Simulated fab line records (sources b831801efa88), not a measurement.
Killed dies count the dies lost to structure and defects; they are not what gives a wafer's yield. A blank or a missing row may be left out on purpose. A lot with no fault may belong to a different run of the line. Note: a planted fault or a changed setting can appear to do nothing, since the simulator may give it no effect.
fab line records	flow sfq_line
record: lots: 5	wafers: 23
route steps=325 shown I1@84 M2@93 I2@107 M3@123 I3@138 M4@153 I4@170
start_h: hours from the record's first day to the start of the lot's first wafer shown	wait_h: how many hours have passed since the lot's step before this one	" same as the row above	L1.1+2: one row covering several wafers at once	- no value present, or no start provided	* or withheld: withheld	< > ~ a bound
route shown NAME@n: a module of which the file shows steps, and the number in the route of the first	usual: mean/standard deviation of fault-free wafers	same: alike in all rows	chamber/n: place in a boat	sites: readings site by site	_std_site: how widely they spread, as a standard deviation	_edge_site: outer sites' mean less inner sites'	radius_mm: how far each site lies from the wafer's centre	mask NAME#n: copy n	behind: tool/chamber where the wafer was last shaped	hold: why the lot was held/for how many hours/how that ended	device: names the non-switching transistor (n, p or np)	end of line: the same wafers' tests at the end of the route	a step without rows: its recipe alone	killed: dies lost to structure and defects at the first sort, not the wafer's yield	map: per-die view of a wafer (x killed, . not killed, _ where there is no die)
set.NAME: the setting as run; set.NAME@STEP: as run at that earlier step	model.NAME: the simulator's own value behind a step, which no gauge read
lots with deliberately changed settings; one table per step, one row per wafer
== steps ==
step: SFQ_TRILAYER_I1_VIA_BARC_OPEN_VIA_ETCH_071
recipe: mask_material: PR	chemistry: O2	target_depth_nm: 125	target: BARC	source_w: 500	bias_w: 80	pressure_mtorr: 30	time_s: 41.7
lot.wafer	tool	chamber	start_h	wait_h	set.time_s	set.resist_thk_nm@TRILAYER_I1_VIA_LITHO_COAT_049	model.KrF_of_TRILAYER_I1_VIA_LITHO_COAT_049.thk_nm
L075.1	rie_diel-04	0	343.39	0.0	44.95	650	566.5
L075.2	"	3	"	"	44.95	650	569.1
L075.3	"	2	"	"	44.95	625.9	543.4
L075.4	"	1	"	"	41.7	650	569.9
L075.5	"	3	"	"	41.7	625.9	546.4
L076.1	rie_diel-01	2	354.19	0.0	41.7	665	592
L076.2	"	0	"	"	41.7	665	590.9
L076.3	"	3	"	"	45.8	665	589.1
L076.4	"	1	"	"	45.8	650	570.5
L076.5	"	0	"	"	41.7	650	576.4
L079.1	rie_diel-04	3	385.54	0.0	41.7	637.6	557
L079.3	"	2	"	"	41.7	650	572.4
L079.4	"	0	"	"	41.7	637.6	558
L079.5	"	0	"	"	41.7	650	571.3
L079.6	"	1	"	"	41.7	650	573.3
L082.1	rie_diel-03	2	405.94	0.0	41.7	650	576.8
L082.2	"	0	"	"	41.7	650	576
L082.4	"	3	"	"	41.7	650	573.8
L085.1	rie_diel-03	1	434.84	0.0	41.7	617.6	544.6
L085.2	"	2	"	"	41.7	617.6	543.5
L085.3	"	0	"	"	41.7	617.6	545.1
L085.4+6	"	2,1	"	"	41.7	650	578.2
step: SFQ_TRILAYER_M2_LITHO_COAT_057
recipe: resist: KrF	spin_rpm: 3000	resist_thk_nm: 600
lot.wafer	tool	chamber	start_h	wait_h	set.resist_thk_nm	model.KrF_of_TRILAYER_M2_LITHO_COAT_057.thk_nm
L075.1	litho_track-01	0	344.92	0.2	570.3	571.4
L075.2	"	0	"	"	570.3	572.3
L075.3	"	0	"	"	600	602.6
L075.4	"	0	"	"	600	601.7
L075.5	"	0	"	"	600	604
L076.1	litho_track-01	0	355.72	0.2	600	597.2
L076.2	"	0	"	"	600	599.4
L076.3	"	0	"	"	570.3	568.8
L076.4	"	0	"	"	570.3	570.4
L076.5	"	0	"	"	570.3	569.4
L079.1	litho_track-04	0	387.07	0.2	622.1	621.3
L079.3	"	0	"	"	600	599.7
L079.4+5	"	0	"	"	622.1	622.1
L079.6	"	0	"	"	600	600
L082.1	litho_track-01	0	408.07	0.2	600	602.8
L082.2	"	0	"	"	600	603.6
L082.4	"	0	"	"	600	602.2
L085.1	litho_track-02	0	436.37	0.2	600	596.7
L085.2	"	0	"	"	578.8	576
L085.3	"	0	"	"	578.8	577.4
L085.4	"	0	"	"	578.8	574.4
L085.6	"	0	"	"	600	597.2
step: SFQ_TRILAYER_M2_BARC_OPEN_METAL_ETCH_077
recipe: mask_material: PR	chemistry: O2	target_depth_nm: 125	target: BARC	icp_w: 600	bias_w: 80	pressure_mtorr: 10	time_s: 41.7
lot.wafer	tool	chamber	start_h	wait_h	set.bias_w	set.resist_thk_nm@TRILAYER_M2_LITHO_COAT_057	model.KrF_of_TRILAYER_M2_LITHO_COAT_057.thk_nm
L075.1	rie_metal-01	1	397.54	0.0	76.95	570.3	494.5
L075.2	"	1	"	"	76.95	570.3	495.5
L075.3	"	1	"	"	80	600	525.2
L075.4	"	1	"	"	80	600	524.5
L075.5	"	1	"	"	76.95	600	526.9
L076.1	rie_metal-04	0	410.84	0.0	89.03	600	519.6
L076.2	"	0	"	"	89.03	600	521.5
L076.3	"	0	"	"	80	570.3	492.7
L076.4	"	0	"	"	89.03	570.3	492.9
L076.5	"	0	"	"	80	570.3	493.3
L079.1	rie_metal-02	0	440.84	0.0	80	622.1	543.9
L079.3	"	0	"	"	80	600	522.3
L079.4	"	1	"	"	80	622.1	546.4
L079.5	"	0	"	"	80	622.1	545.1
L079.6	"	1	"	"	80	600	524.2
L082.1	rie_metal-01	1	460.04	0.0	80	600	524.6
L082.2	"	0	"	"	80	600	527.5
L082.4	"	0	"	"	80	600	525.9
L085.1	rie_metal-01	1	488.84	0.0	80	600	518.4
L085.2	"	0	"	"	80	578.8	499.8
L085.3	"	0	"	"	73.15	578.8	502.6
L085.4	"	1	"	"	80	578.8	495.9
L085.6	"	0	"	"	73.15	600	522.1
step: SFQ_TRILAYER_M2_ETCH_METAL_ETCH_060
recipe: target: Nb	stop_on: SiO2	mask_material: PR	chemistry: Cl2/Ar	target_depth_nm: 240	icp_w: 600	bias_w: 80	pressure_mtorr: 10	time_s: 120
lot.wafer	tool	chamber	start_h	wait_h	set.resist_thk_nm@TRILAYER_M2_LITHO_COAT_057	model.KrF_of_TRILAYER_M2_LITHO_COAT_057.thk_nm
L075.1	rie_metal-01	1	397.66	0.1	570.3	353
L075.2	"	1	"	"	570.3	354.8
L075.3	"	1	"	"	600	383.2
L075.4	"	1	"	"	600	382
L075.5	"	1	"	"	600	384.8
L076.1	rie_metal-04	0	410.96	0.1	600	379.6
L076.2	"	0	"	"	600	382.8
L076.3	"	0	"	"	570.3	354.6
L076.4	"	0	"	"	570.3	353.9
L076.5	"	0	"	"	570.3	354.5
L079.1	rie_metal-02	0	440.90	0.0	622.1	401.6
L079.3	"	0	"	"	600	380.9
L079.4	"	1	"	"	622.1	408.8
L079.5	"	0	"	"	622.1	404.1
L079.6	"	1	"	"	600	387.3
L082.1	rie_metal-01	1	460.10	0.0	600	382.3
L082.2	"	0	"	"	600	388.7
L082.4	"	0	"	"	600	386.9
L085.1	rie_metal-01	1	488.90	0.0	600	373.6
L085.2	"	0	"	"	578.8	361.3
L085.3	"	0	"	"	578.8	363.1
L085.4	"	1	"	"	578.8	352.1
L085.6	"	0	"	"	600	383
step: SFQ_TRILAYER_I2_VIA_LITHO_COAT_072
recipe: resist: BARC	spin_rpm: 3000	resist_thk_nm: 62
lot.wafer	tool	chamber	start_h	wait_h	set.spin_rpm	model.BARC_of_TRILAYER_I2_VIA_LITHO_COAT_072.thk_nm
L075.1	litho_track-03	0	404.26	1.0	2908	62.89
L075.2	"	0	"	"	3000	61.72
L075.3	"	0	"	"	3000	61.86
L075.4	"	0	"	"	3000	61.78
L075.5	"	0	"	"	2908	62.98
L076.1	litho_track-03	0	419.93	1.0	3000	61.91
L076.2	"	0	"	"	2923	62.6
L076.3	"	0	"	"	2923	62.85
L076.4	"	0	"	"	3000	62
L076.5	"	0	"	"	3000	61.75
L079.1	litho_track-01	0	446.44	1.0	3000	62.05
L079.3	"	0	"	"	3000	61.98
L079.4	"	0	"	"	3000	62.02
L079.5	"	0	"	"	3000	62.12
L079.6	"	0	"	"	3000	62.09
L082.1	litho_track-03	0	465.62	1.0	3000	61.94
L082.2	"	0	"	"	3000	62.05
L082.4	"	0	"	"	3000	62.04
L085.1	litho_track-01	0	496.33	1.0	3000	61.93
L085.2	"	0	"	"	3000	62.02
L085.3	"	0	"	"	3000	62.07
L085.4	"	0	"	"	3000	61.92
L085.6	"	0	"	"	3000	62.05
step: SFQ_TRILAYER_I2_VIA_LITHO_COAT_067
recipe: resist: KrF	spin_rpm: 3000	resist_thk_nm: 650
lot.wafer	tool	chamber	start_h	wait_h	set.spin_rpm	model.KrF_of_TRILAYER_I2_VIA_LITHO_COAT_067.thk_nm
L075.1	litho_track-03	0	404.56	0.2	3000	651.1
L075.2	"	0	"	"	3000	651.5
L075.3	"	0	"	"	3000	653.1
L075.4	"	0	"	"	3000	652.1
L075.5	"	0	"	"	3000	651.7
L076.1	litho_track-03	0	420.23	0.2	3000	650.6
L076.2	"	0	"	"	3095	640
L076.3	"	0	"	"	3000	651.1
L076.4	"	0	"	"	3000	651.9
L076.5	"	0	"	"	3095	639.4
L079.1	litho_track-01	0	446.74	0.2	3000	654.4
L079.3	"	0	"	"	3000	653.6
L079.4+5	"	0	"	"	3000	652.8
L079.6	"	0	"	"	3000	653.4
L082.1	litho_track-03	0	465.92	0.2	3000	648.4
L082.2	"	0	"	"	3000	647.4
L082.4	"	0	"	"	3000	649.1
L085.1	litho_track-01	0	496.63	0.2	3144	632.5
L085.2	"	0	"	"	3144	635.1
L085.3	"	0	"	"	3000	649.1
L085.4	"	0	"	"	3000	650.2
L085.6	"	0	"	"	3144	635
step: SFQ_TRILAYER_I2_VIA_BARC_OPEN_VIA_ETCH_096
recipe: mask_material: PR	chemistry: O2	target_depth_nm: 125	target: BARC	source_w: 500	bias_w: 80	pressure_mtorr: 30	time_s: 41.7
lot.wafer	tool	chamber	start_h	wait_h	set.time_s	set.spin_rpm@TRILAYER_I2_VIA_LITHO_COAT_067	model.KrF_of_TRILAYER_I2_VIA_LITHO_COAT_067.thk_nm
L075.1	rie_diel-02	2	530.74	0.0	44.9	3000	571
L075.2	"	1	"	"	41.7	3000	574.1
L075.3	"	0	"	"	44.9	3000	573.4
L075.4	"	1	"	"	41.7	3000	574.7
L075.5	"	0	"	"	44.9	3000	572.1
L076.1	rie_diel-03	0	545.14	0.0	41.7	3000	573.8
L076.2	"	1	"	"	47.83	3095	554.8
L076.3	"	2	"	"	41.7	3000	574.2
L076.4	"	3	"	"	47.83	3000	567
L076.5	"	1	"	"	41.7	3095	562
L079.1	rie_diel-03	1	573.94	0.0	41.7	3000	576.9
L079.3	"	0	"	"	41.7	3000	576.6
L079.4	"	3	"	"	41.7	3000	574.7
L079.5	"	0	"	"	41.7	3000	575.6
L079.6	"	1	"	"	41.7	3000	576.2
L082.1	rie_diel-02	3	593.89	0.0	41.7	3000	571
L082.2	"	2	"	"	41.7	3000	571.6
L082.4	"	0	"	"	41.7	3000	573.2
L085.1	rie_diel-04	0	622.69	0.0	39.31	3144	558.9
L085.2+6	"	2,1	"	"	41.7	3144	558
L085.3	"	3	"	"	39.31	3000	576.3
L085.4	"	1	"	"	41.7	3000	573.5
step: SFQ_TRILAYER_I2_VIA_ETCH_VIA_ETCH_070
recipe: target: SiO2	stop_on: Nb	mask_material: PR	taper_deg: 20	chemistry: CHF3	target_depth_nm: 260	source_w: 500	bias_w: 80	pressure_mtorr: 30	time_s: withheld
lot.wafer	tool	chamber	start_h	wait_h	set.spin_rpm@TRILAYER_I2_VIA_LITHO_COAT_067	set.time_s@TRILAYER_I2_VIA_BARC_OPEN_VIA_ETCH_096	model.KrF_of_TRILAYER_I2_VIA_LITHO_COAT_067.thk_nm
L075.1	rie_diel-02	2	530.78	0.0	3000	*	527
L075.2	"	1	"	"	3000	*	528.8
L075.3	"	0	"	"	3000	*	529.3
L075.4	"	1	"	"	3000	*	529.4
L075.5	"	0	"	"	3000	*	528.1
L076.1	rie_diel-03	0	545.18	0.0	3000	*	529.9
L076.2	"	1	"	"	3095	*	510
L076.3	"	2	"	"	3000	*	529.8
L076.4	"	3	"	"	3000	*	522.1
L076.5	"	1	"	"	3095	*	517.6
L079.1	rie_diel-03	1	573.98	0.0	3000	*	531.9
L079.3	"	0	"	"	3000	*	531.5
L079.4	"	3	"	"	3000	*	529.1
L079.5	"	0	"	"	3000	*	530.6
L079.6	"	1	"	"	3000	*	531.2
L082.1	rie_diel-02	3	593.93	0.0	3000	*	525.4
L082.2	"	2	"	"	3000	*	527.3
L082.4	"	0	"	"	3000	*	529.6
L085.1	rie_diel-04	0	622.73	0.0	3144	*	514.3
L085.2	"	2	"	"	3144	*	513.2
L085.3	"	3	"	"	3000	*	532.1
L085.4	"	1	"	"	3000	*	528.6
L085.6	"	1	"	"	3144	*	513.4
step: SFQ_TRILAYER_M3_LITHO_COAT_075
recipe: resist: KrF	spin_rpm: 3000	resist_thk_nm: 600
lot.wafer	tool	chamber	start_h	wait_h	set.resist_thk_nm	model.KrF_of_TRILAYER_M3_LITHO_COAT_075.thk_nm
L075.1	litho_track-04	0	532.27	0.2	621.2	622.7
L075.2	"	0	"	"	600	602.3
L075.3	"	0	"	"	600	602.2
L075.4	"	0	"	"	621.2	621.6
L075.5	"	0	"	"	600	601.2
L076.1+5	litho_track-04	0	546.67	0.2	600	598.9
L076.2	"	0	"	"	600	600.2
L076.3	"	0	"	"	600	598.7
L076.4	"	0	"	"	600	599.7
L079.1+3	litho_track-04	0	575.47	0.2	600	603
L079.4	"	0	"	"	600	602.3
L079.5	"	0	"	"	600	602.6
L079.6	"	0	"	"	600	601
L082.1	litho_track-03	0	595.44	0.2	600	599
L082.2	"	0	"	"	600	600.2
L082.4	"	0	"	"	600	603.3
L085.1	litho_track-02	0	624.22	0.2	577.2	578
L085.2	"	0	"	"	600	604.5
L085.3	"	0	"	"	577.2	579.3
L085.4	"	0	"	"	577.2	580.4
L085.6	"	0	"	"	600	602.8
step: SFQ_TRILAYER_M3_BARC_OPEN_METAL_ETCH_100
recipe: mask_material: PR	chemistry: O2	target_depth_nm: 125	target: BARC	icp_w: 600	bias_w: 80	pressure_mtorr: 10	time_s: 41.7
lot.wafer	tool	chamber	start_h	wait_h	set.bias_w
L075.1+2+3	rie_metal-03	1,0,1	580.59	0.0	80
L075.4+5	"	0	"	"	76.43
L076.1+2+3+4+5	rie_metal-04	0,1,1,0,1	604.69	0.0	80
L079.1+3+4+5+6	rie_metal-04	1,1,0,1,0	638.10	0.0	80
L082.1+2+4	rie_metal-01	0,1,1	658.61	0.0	80
L085.1+6	rie_metal-03	0	686.21	0.0	80
L085.2+3+4	"	1,0,1	"	"	73.91
step: SFQ_TRILAYER_M3_ETCH_METAL_ETCH_078
recipe: target: Nb	stop_on: SiO2	mask_material: PR	chemistry: Cl2/Ar	target_depth_nm: 240	icp_w: 600	bias_w: 80	pressure_mtorr: 10	time_s: 120
lot.wafer	tool	chamber	start_h	wait_h	set.resist_thk_nm@TRILAYER_M3_LITHO_COAT_075	model.KrF_of_TRILAYER_M3_LITHO_COAT_075.thk_nm
L075.1	rie_metal-03	1	580.65	0.0	621.2	401.2
L075.2+5	"	0	"	"	600	383.9
L075.3	"	1	"	"	600	380.4
L075.4	"	0	"	"	621.2	404.6
L076.1	rie_metal-04	0	604.75	0.0	600	385.6
L076.2	"	1	"	"	600	387.4
L076.3	"	1	"	"	600	386.3
L076.4	"	0	"	"	600	385.5
L076.5	"	1	"	"	600	383.9
L079.1	rie_metal-04	1	638.16	0.0	600	389
L079.3	"	1	"	"	600	389.5
L079.4	"	0	"	"	600	385.6
L079.5	"	1	"	"	600	389.2
L079.6	"	0	"	"	600	386.6
L082.1	rie_metal-01	0	658.67	0.0	600	383.2
L082.2	"	1	"	"	600	383.5
L082.4	"	1	"	"	600	387.6
L085.1	rie_metal-03	0	686.27	0.0	577.2	359.8
L085.2	"	1	"	"	600	381
L085.3	"	0	"	"	577.2	362.5
L085.4	"	1	"	"	577.2	357.7
L085.6	"	0	"	"	600	384.5
step: SFQ_TRILAYER_I3_VIA_LITHO_COAT_085
recipe: resist: KrF	spin_rpm: 3000	resist_thk_nm: 650
lot.wafer	tool	chamber	start_h	wait_h	set.resist_thk_nm	model.KrF_of_TRILAYER_I3_VIA_LITHO_COAT_085.thk_nm
L075.1	litho_track-01	0	598.30	0.2	650	650.6
L075.2	"	0	"	"	650	650.7
L075.3	"	0	"	"	650	648.8
L075.4	"	0	"	"	650	650
L075.5	"	0	"	"	650	648.4
L076.1	litho_track-02	0	619.30	0.2	650	649.7
L076.2	"	0	"	"	650	649
L076.3	"	0	"	"	676.4	676.3
L076.4	"	0	"	"	650	650.1
L076.5	"	0	"	"	676.4	676
L079.1	litho_track-01	0	652.30	0.2	650	647.1
L079.3	"	0	"	"	650	648.5
L079.4	"	0	"	"	634.3	632.6
L079.5	"	0	"	"	634.3	633.3
L079.6	"	0	"	"	634.3	634
L082.1	litho_track-02	0	673.27	0.2	650	652.7
L082.2	"	0	"	"	650	649.8
L082.4	"	0	"	"	650	653.5
L085.1	litho_track-02	0	691.87	0.2	671.9	671.3
L085.2	"	0	"	"	650	651.4
L085.3	"	0	"	"	650	649.3
L085.4	"	0	"	"	671.9	670.8
L085.6	"	0	"	"	650	650.1
step: SFQ_TRILAYER_I3_VIA_BARC_OPEN_VIA_ETCH_121
recipe: mask_material: PR	chemistry: O2	target_depth_nm: 125	target: BARC	source_w: 500	bias_w: 80	pressure_mtorr: 30	time_s: 41.7
lot.wafer	tool	chamber	start_h	wait_h	set.time_s	set.resist_thk_nm@TRILAYER_I3_VIA_LITHO_COAT_085	model.KrF_of_TRILAYER_I3_VIA_LITHO_COAT_085.thk_nm
L075.1	rie_diel-02	0	659.81	0.0	47.19	650	568.2
L075.2	"	1	"	"	47.19	650	566.2
L075.3	"	3	"	"	41.7	650	571.1
L075.4	"	3	"	"	47.19	650	565.7
L075.5	"	1	"	"	41.7	650	570.7
L076.1	rie_diel-04	2	680.21	0.0	41.7	650	571.8
L076.2	"	1	"	"	39.49	650	574
L076.3	"	0	"	"	39.49	676.4	601.9
L076.4	"	2	"	"	41.7	650	572.8
L076.5	"	0	"	"	39.49	676.4	601.7
L079.1	rie_diel-04	0	715.76	0.0	41.7	650	570.7
L079.3	"	3	"	"	41.7	650	572.2
L079.4	"	2	"	"	36.2	634.3	562.6
L079.5	"	0	"	"	41.7	634.3	556.9
L079.6	"	1	"	"	36.2	634.3	563.7
L082.1	rie_diel-04	2	734.76	0.0	41.7	650	575.3
L082.2	"	0	"	"	41.7	650	573.4
L082.4	"	0	"	"	41.7	650	576.9
L085.1	rie_diel-04	1	745.56	0.0	39.45	671.9	596.8
L085.2	"	2	"	"	39.45	650	577.1
L085.3	"	0	"	"	39.45	650	575.6
L085.4	"	3	"	"	41.7	671.9	594.2
L085.6	"	3	"	"	41.7	650	573.4
step: SFQ_TRILAYER_M4_LITHO_COAT_093
recipe: resist: KrF	spin_rpm: 3000	resist_thk_nm: 600
lot.wafer	tool	chamber	start_h	wait_h	set.spin_rpm	model.KrF_of_TRILAYER_M4_LITHO_COAT_093.thk_nm
L075.1	litho_track-02	0	661.34	0.2	3000	600.2
L075.2	"	0	"	"	3144	589.2
L075.3	"	0	"	"	3144	589.4
L075.4	"	0	"	"	3000	602.8
L075.5	"	0	"	"	3000	600.8
L076.1	litho_track-02	0	681.74	0.2	3000	600.5
L076.2	"	0	"	"	2797	622.8
L076.3	"	0	"	"	2797	623.4
L076.4	"	0	"	"	2797	622.1
L076.5	"	0	"	"	3000	601.5
L079.1	litho_track-04	0	717.31	0.2	3092	589
L079.3	"	0	"	"	3092	589.7
L079.4	"	0	"	"	3000	600
L079.5	"	0	"	"	3000	598.1
L079.6	"	0	"	"	3092	589.2
L082.1	litho_track-04	0	736.29	0.2	3000	599.1
L082.2	"	0	"	"	3000	600.1
L082.4	"	0	"	"	3000	602.4
L085.1	litho_track-02	0	747.09	0.2	3000	602.2
L085.2	"	0	"	"	3000	600.9
L085.3+6	"	0	"	"	3000	599.6
L085.4	"	0	"	"	3000	600.6
step: SFQ_TRILAYER_M4_ETCH_METAL_ETCH_096
recipe: target: Nb	stop_on: SiO2	mask_material: PR	chemistry: Cl2/Ar	target_depth_nm: 240	icp_w: 600	bias_w: 80	pressure_mtorr: 10	time_s: 120
usual: oes_product_au: 0.897/0.01
lot.wafer	tool	chamber	start_h	wait_h	set.time_s	oes_product_au
L075.1	rie_metal-04	0	811.87	0.0	108.3	0.941
L075.2	"	1	"	"	120	0.900
L075.3	"	1	"	"	108.3	0.953
L075.4	"	0	"	"	120	0.905
L075.5	"	1	"	"	108.3	0.944
L076.1	rie_metal-04	1	823.97	0.0	104.1	0.970
L076.2	"	0	"	"	104.1	0.969
L076.3	"	0	"	"	120	0.912
L076.4	"	1	"	"	120	0.903
L076.5	"	0	"	"	120	0.909
L079.1	rie_metal-02	0	847.97	0.0	120	0.893
L079.3	"	1	"	"	112.5	0.924
L079.4	"	0	"	"	112.5	0.927
L079.5	"	0	"	"	120	0.881
L079.6	"	1	"	"	112.5	0.930
L082.1	rie_metal-04	0	864.99	0.0	120	0.890
L082.2	"	1	"	"	120	0.880
L082.4	"	0	"	"	120	0.895
L085.1	rie_metal-01	0	870.99	0.0	120	0.897
L085.2	"	1	"	"	125.1	0.879
L085.3	"	0	"	"	120	0.880
L085.4	"	1	"	"	125.1	0.900
L085.6	"	0	"	"	120	0.898
step: SFQ_TRILAYER_I4_VIA_LITHO_EXPOSE_104
recipe: mask_id: I4	na: 0.6	source_shape: conventional	sigma_outer: 0.65	target_cd_nm: 700	dose_mj: 21.3
lot.wafer	tool	chamber	start_h	wait_h	mask	set.dose_mj
L075.1+2+3+4+5	krf_scanner-02	0	911.39	-	I4#0	21.3
L076.1+4+5	krf_scanner-02	0	918.14	-	I4#0	20.16
L076.2+3	"	0	"	"	I4#0	21.3
L079.1+3+4	krf_scanner-02	0	936.14	-	I4#0	21.3
L079.5+6	"	0	"	"	I4#0	21.99
L082.1+2+4	krf_scanner-02	0	951.32	-	I4#0	21.3
L085.1+3+4	krf_scanner-02	0	959.72	-	I4#0	21.93
L085.2+6	"	0	"	"	I4#0	21.3
== key ==
split: step: SFQ_TRILAYER_I1_VIA_BARC_OPEN_VIA_ETCH_071	setting: time_s	stated: 41.7	by: wafer
response none clear
split: step: SFQ_TRILAYER_M2_LITHO_COAT_057	setting: resist_thk_nm	stated: 600	by: wafer
response: step: SFQ_TRILAYER_M2_LITHO_COAT_057	reading: model.KrF_of_TRILAYER_M2_LITHO_COAT_057.thk_nm	change: +6.01	per: 1%	r: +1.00
response: step: SFQ_TRILAYER_M2_BARC_OPEN_METAL_ETCH_077	reading: model.KrF_of_TRILAYER_M2_LITHO_COAT_057.thk_nm	change: +5.89	per: 1%	r: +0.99
response: step: SFQ_TRILAYER_M2_ETCH_METAL_ETCH_060	reading: model.KrF_of_TRILAYER_M2_LITHO_COAT_057.thk_nm	change: +5.65	per: 1%	r: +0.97
split: step: SFQ_TRILAYER_M2_BARC_OPEN_METAL_ETCH_077	setting: bias_w	stated: 80	by: wafer
response none clear
split: step: SFQ_TRILAYER_I2_VIA_LITHO_COAT_072	setting: spin_rpm	stated: 3000	by: wafer
response: step: SFQ_TRILAYER_I2_VIA_LITHO_COAT_072	reading: model.BARC_of_TRILAYER_I2_VIA_LITHO_COAT_072.thk_nm	change: -0.354	per: 1%	r: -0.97
split: step: SFQ_TRILAYER_I2_VIA_LITHO_COAT_067	setting: spin_rpm	stated: 3000	by: wafer
response: step: SFQ_TRILAYER_I2_VIA_LITHO_COAT_067	reading: model.KrF_of_TRILAYER_I2_VIA_LITHO_COAT_067.thk_nm	change: -3.35	per: 1%	r: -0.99
response: step: SFQ_TRILAYER_I2_VIA_BARC_OPEN_VIA_ETCH_096	reading: model.KrF_of_TRILAYER_I2_VIA_LITHO_COAT_067.thk_nm	change: -3.68	per: 1%	r: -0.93
response: step: SFQ_TRILAYER_I2_VIA_ETCH_VIA_ETCH_070	reading: model.KrF_of_TRILAYER_I2_VIA_LITHO_COAT_067.thk_nm	slope: -3.55	per: 1%	together_with: time_s@TRILAYER_I2_VIA_BARC_OPEN_VIA_ETCH_096	explained: 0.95
split: step: SFQ_TRILAYER_I2_VIA_BARC_OPEN_VIA_ETCH_096	setting: time_s	stated: 41.7	by: wafer
response: step: SFQ_TRILAYER_I2_VIA_BARC_OPEN_VIA_ETCH_096	reading: model.KrF_of_TRILAYER_I2_VIA_LITHO_COAT_067.thk_nm	slope: -0.433	per: 1%	together_with: spin_rpm@TRILAYER_I2_VIA_LITHO_COAT_067	explained: 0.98
response: step: SFQ_TRILAYER_I2_VIA_ETCH_VIA_ETCH_070	reading: model.KrF_of_TRILAYER_I2_VIA_LITHO_COAT_067.thk_nm	slope: -0.435	per: 1%	together_with: spin_rpm@TRILAYER_I2_VIA_LITHO_COAT_067	explained: 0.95
split: step: SFQ_TRILAYER_M3_LITHO_COAT_075	setting: resist_thk_nm	stated: 600	by: wafer
response: step: SFQ_TRILAYER_M3_LITHO_COAT_075	reading: model.KrF_of_TRILAYER_M3_LITHO_COAT_075.thk_nm	change: +6.1	per: 1%	r: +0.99
response: step: SFQ_TRILAYER_M3_ETCH_METAL_ETCH_078	reading: model.KrF_of_TRILAYER_M3_LITHO_COAT_075.thk_nm	change: +5.86	per: 1%	r: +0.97
split: step: SFQ_TRILAYER_M3_BARC_OPEN_METAL_ETCH_100	setting: bias_w	stated: 80	by: wafer
response none clear
split: step: SFQ_TRILAYER_I3_VIA_LITHO_COAT_085	setting: resist_thk_nm	stated: 650	by: wafer
response: step: SFQ_TRILAYER_I3_VIA_LITHO_COAT_085	reading: model.KrF_of_TRILAYER_I3_VIA_LITHO_COAT_085.thk_nm	change: +6.32	per: 1%	r: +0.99
response: step: SFQ_TRILAYER_I3_VIA_BARC_OPEN_VIA_ETCH_121	reading: model.KrF_of_TRILAYER_I3_VIA_LITHO_COAT_085.thk_nm	change: +6.24	per: 1%	r: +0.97
split: step: SFQ_TRILAYER_I3_VIA_BARC_OPEN_VIA_ETCH_121	setting: time_s	stated: 41.7	by: wafer
response none clear
split: step: SFQ_TRILAYER_M4_LITHO_COAT_093	setting: spin_rpm	stated: 3000	by: wafer
response: step: SFQ_TRILAYER_M4_LITHO_COAT_093	reading: model.KrF_of_TRILAYER_M4_LITHO_COAT_093.thk_nm	change: -3	per: 1%	r: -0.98
split: step: SFQ_TRILAYER_M4_ETCH_METAL_ETCH_096	setting: time_s	stated: 120	by: wafer
response: step: SFQ_TRILAYER_M4_ETCH_METAL_ETCH_096	reading: oes_product_au	change: -0.00457	per: 1%	r: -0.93
split: step: SFQ_TRILAYER_I4_VIA_LITHO_EXPOSE_104	setting: dose_mj	stated: 21.3	by: wafer
response none in this file
split outside_this_file step=SFQ_TRILAYER_I1_VIA_LITHO_COAT_049 setting=resist_thk_nm
split outside_this_file: this setting was split too, and the file shows its column; the key of that split is in another file
